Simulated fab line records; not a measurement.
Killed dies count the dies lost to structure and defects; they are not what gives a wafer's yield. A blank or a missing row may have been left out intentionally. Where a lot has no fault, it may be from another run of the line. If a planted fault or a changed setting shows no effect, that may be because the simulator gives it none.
Which tool was responsible? | flow gf180mcu | 15 lots (45 wafers sampled), 1 step of a 602-step route

== WHAT THE GAUGES READ, wafer by wafer ==
GF_V1_THK_MEAS_25: measures by xrf.
lot  | measured     | on            | V1_W_THK (nm)
L800 | day 18 00:04 | film metro-04 | 344 354 344
L801 | day 18 14:56 | film metro-04 | 355 350 356
L802 | day 18 23:22 | film metro-03 | 362 359 361
L803 | day 19 08:26 | film metro-04 | 353 345 347
L805 | day 20 07:11 | film metro-03 | 353 343 355
L807 | day 21 02:06 | film metro-04 | 365 362 353
L809 | day 21 22:29 | film metro-04 | 346 344 344
L812 | day 22 15:34 | film metro-04 | 345 356 348
L813 | day 23 02:21 | film metro-03 | 356 350 358
L816 | day 24 04:11 | film metro-02 | 355 365 355
L817 | day 24 10:02 | film metro-04 | 352 347 336
L818 | day 24 21:27 | film metro-04 | 339 349 341
L820 | day 25 09:17 | film metro-03 | 360 352 359
L819 | day 25 10:17 | film metro-02 | 362 354 362
L821 | day 25 21:55 | film metro-04 | 351 345 340

== WHICH TOOL RAN EACH LOT (tool, then ch and the chambers of the sampled wafers, then the start) ==
Record: no process step prior to these readings.

== AS READ BY THE TOOLS THEMSELVES (means over the sampled wafers that have a number; for cases with no such wafer, the mark the record gives instead) ==
The record holds no such reading with a usual standard deviation.

== THE ANSWER, worked out from the rows above alone ==
Rule: the lots themselves supply what counts as usual. The widest of any qualifying gaps counts: lots, ordered by their means at a reading, are off when they make up no more than a third of the lots, leave a main group of 4 or more, and stand apart from it by 3 or more times the standard deviation of that group's means. Not used: any main group whose means are identical at the precision the tables above print for the reading. A lot without any number at a reading at which 4 lots or more have one is off too. All remaining lots with rows at the step are treated as sound. The gauges are gone through in route order, then the tools' own readings, and for those a lot's mean is taken as printed above. At the first step where some lot is off, the reading lying furthest off is the one used; lots without a number count as furthest.
No lot is off at any reading shown: from this, nothing can be told.

== WHAT HAD BEEN PUT IN BY THE SIMULATOR ==
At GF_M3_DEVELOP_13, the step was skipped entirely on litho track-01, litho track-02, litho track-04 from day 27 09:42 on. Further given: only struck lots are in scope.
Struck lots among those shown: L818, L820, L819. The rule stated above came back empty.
